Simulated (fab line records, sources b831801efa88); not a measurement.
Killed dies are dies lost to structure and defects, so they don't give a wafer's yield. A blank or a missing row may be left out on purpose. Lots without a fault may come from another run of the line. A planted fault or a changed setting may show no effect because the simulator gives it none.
Which tool did it? | flow sky130 | 12 lots, 36 wafers sampled, at 5 steps of a route of 708

WHAT THE GAUGES READ, wafer by wafer
The record holds no reading of a measuring or inspecting step that can be judged against a usual standard deviation.

WHICH TOOL RAN EACH LOT (tool, then ch and the chambers of the sampled wafers, then the start)
lot  | SKY_VIA3_SPUTTER_20          | SKY_METAL4_SPUTTER_02        | SKY_PASSIVATION_CVD_00          | SKY_PAD_OPEN_ETCH_07               | SKY_PAD_OPEN_PROBE_99
L947 | pvd_sputter-03, day 39 12:02 | pvd_sputter-02, day 39 12:45 | pecvd-01 ch 0,2, day 43 17:32   | rie_diel-02 ch 0,1, day 45 13:01   | -
L948 | pvd_sputter-03, day 39 22:04 | pvd_sputter-03, day 39 22:47 | pecvd-03 ch 0,1,2, day 44 01:22 | rie_diel-02 ch 1,2, day 45 19:34   | -
L950 | pvd_sputter-02, day 41 11:01 | pvd_sputter-02, day 41 11:44 | pecvd-03 ch 0,1,2, day 45 06:43 | rie_diel-03 ch 0,1,3, day 47 00:08 | -
L951 | pvd_sputter-03, day 41 12:53 | pvd_sputter-03, day 41 15:11 | pecvd-03 ch 0,1,2, day 45 13:58 | rie_diel-03 ch 0,1,2, day 47 04:49 | -
L954 | pvd_sputter-01, day 41 18:32 | pvd_sputter-03, day 41 19:15 | pecvd-01 ch 1,2, day 45 17:31   | rie_diel-04 ch 0,1,3, day 47 10:22 | -
L957 | pvd_sputter-01, day 42 21:39 | pvd_sputter-03, day 42 22:22 | pecvd-01 ch 1,2, day 46 18:08   | rie_diel-03 ch 1,3, day 48 09:43   | -
L958 | pvd_sputter-02, day 43 05:59 | pvd_sputter-03, day 43 06:41 | pecvd-04 ch 0,1,2, day 46 23:37 | rie_diel-02 ch 0,1,2, day 48 14:35 | -
L959 | pvd_sputter-02, day 43 10:49 | pvd_sputter-04, day 43 11:32 | pecvd-04 ch 0,1,2, day 47 02:53 | rie_diel-04 ch 0,2,3, day 48 17:16 | -
L960 | pvd_sputter-01, day 43 14:47 | pvd_sputter-04, day 43 15:30 | pecvd-03 ch 0,2, day 47 05:41   | rie_diel-03 ch 0,1,3, day 48 20:07 | -
L961 | pvd_sputter-01, day 43 19:40 | pvd_sputter-03, day 43 21:02 | pecvd-04 ch 0,1,2, day 47 11:39 | rie_diel-02 ch 0,1,2, day 49 00:17 | prober-02, day 49 02:41
L962 | pvd_sputter-01, day 44 00:31 | pvd_sputter-02, day 44 01:14 | pecvd-04 ch 0,1, day 47 16:38   | rie_diel-03 ch 1,2, day 49 05:31   | prober-01, day 49 07:52
L969 | pvd_sputter-03, day 45 20:23 | pvd_sputter-04, day 45 21:15 | pecvd-04 ch 0,1,2, day 49 06:29 | rie_diel-03 ch 0,1,3, day 50 13:26 | -
- SKY_VIA3_SPUTTER_20: material TiN, target thk 20 nm, time 80 s.
- SKY_METAL4_SPUTTER_02: material AlCu, target thk 735 nm, time 39.1 s.
- SKY_PASSIVATION_CVD_00: deposits SiO2, target thk 90 nm.
- SKY_PAD_OPEN_ETCH_07: etches the open film in CF4/O2, stops on AlCu, target depth 725 nm, time 161.1 s.
- SKY_PAD_OPEN_PROBE_99

WHAT THE TOOLS THEMSELVES READ (means of the sampled wafers that have a number; where no wafer has one, the mark that the record gives instead)
SKY_VIA3_SPUTTER_20.
lot  | tool           | throttle_valve_pct (%)
L947 | pvd_sputter-03 | 30.2
L948 | pvd_sputter-03 | 30.7
L950 | pvd_sputter-02 | 29.8
L951 | pvd_sputter-03 | 30.7
L954 | pvd_sputter-01 | 29.9
L957 | pvd_sputter-01 | 29.2
L958 | pvd_sputter-02 | 30.2
L959 | pvd_sputter-02 | 30.1
L960 | pvd_sputter-01 | 29.9
L961 | pvd_sputter-01 | 29.9
L962 | pvd_sputter-01 | 30.1
L969 | pvd_sputter-03 | 30.4

SKY_METAL4_SPUTTER_02.
lot  | tool           | throttle_valve_pct (%)
L947 | pvd_sputter-02 | 30.2
L948 | pvd_sputter-03 | 30.7
L950 | pvd_sputter-02 | 30.3
L951 | pvd_sputter-03 | 31.4
L954 | pvd_sputter-03 | 30.3
L957 | pvd_sputter-03 | 31.0
L958 | pvd_sputter-03 | 30.4
L959 | pvd_sputter-04 | 30.3
L960 | pvd_sputter-04 | 31.0
L961 | pvd_sputter-03 | 29.9
L962 | pvd_sputter-02 | 30.1
L969 | pvd_sputter-04 | 30.5

SKY_PASSIVATION_CVD_00.
lot  | tool     | heater_power_w (W)
L947 | pecvd-01 | 740
L948 | pecvd-03 | 738
L950 | pecvd-03 | 699
L951 | pecvd-03 | 720
L954 | pecvd-01 | 614
L957 | pecvd-01 | 624
L958 | pecvd-04 | 596
L959 | pecvd-04 | 669
L960 | pecvd-03 | 748
L961 | pecvd-04 | 648
L962 | pecvd-04 | 617
L969 | pecvd-04 | 618

SKY_PAD_OPEN_ETCH_07.
lot  | tool        | drypump_motor_current_A (A) | oes_product_au (a.u.) | throttle_valve_pct (%)
L947 | rie_diel-02 | 5.8                         | 0.983                 | 5.964
L948 | rie_diel-02 | 6.0                         | 0.974                 | 5.970
L950 | rie_diel-03 | 6.0                         | 0.979                 | 5.965
L951 | rie_diel-03 | 6.0                         | 0.976                 | 5.964
L954 | rie_diel-04 | 5.6                         | 0.972                 | 5.955
L957 | rie_diel-03 | 6.0                         | 0.983                 | 5.965
L958 | rie_diel-02 | 5.9                         | 0.976                 | 5.960
L959 | rie_diel-04 | 5.6                         | 0.979                 | 5.967
L960 | rie_diel-03 | 6.0                         | 0.984                 | 5.961
L961 | rie_diel-02 | 5.9                         | 0.976                 | 5.964
L962 | rie_diel-03 | 6.2                         | 0.972                 | 5.962
L969 | rie_diel-03 | 6.0                         | 0.979                 | 5.968

SKY_PAD_OPEN_PROBE_99.
lot  | tool      | defect_limited_yield (%) | killed_at_M0_to_M3 | killed_at_M4_up | killed_at_contacts | killed_at_front_end | killed_at_other | killed_dies | killed_open | killed_short | sort_bin_3_pad_short (%) | sort_bin_5_function (%) | sort_bin_6_memory (%) | sort_n_pass | sort_yield_pct (%)
L961 | prober-02 | 80.0                     | 52                 | 6.3             | 26                 | 14                  | 0.0             | 98          | 42          | 42           | 1.1                      | 12.4                    | 6.5                   | 394         | 80.0
L962 | prober-01 | 74.6                     | 80                 | 2.3             | 29                 | 14                  | 0.3             | 125         | 54          | 41           | 1.8                      | 15.5                    | 8.1                   | 367         | 74.6

THE ANSWER, worked out from the rows above alone
Rule: what is usual is taken from the lots themselves. Put in order of their means at a reading, lots are off if they are a third of the lots or fewer, leave a main group of 4 or more, and stand apart from it by a gap of 3 or more times the standard deviation of the main group's means; of several such gaps the widest counts. A main group whose means are all the same, to the digits that the tables above print for the reading, isn't used. A lot without any number at a reading at which 4 lots or more have one is off too. The other lots that the step has rows for count as sound. The gauges are gone through in route order, then the tools' own readings, and for those a lot's mean is taken as printed above. The first step at which some lot is off is used, and at that step the reading that is off furthest; a lot without a number counts as furthest.
No lot is off at any reading shown: from this, nothing can be told.

WHAT THE SIMULATOR HAD PUT IN
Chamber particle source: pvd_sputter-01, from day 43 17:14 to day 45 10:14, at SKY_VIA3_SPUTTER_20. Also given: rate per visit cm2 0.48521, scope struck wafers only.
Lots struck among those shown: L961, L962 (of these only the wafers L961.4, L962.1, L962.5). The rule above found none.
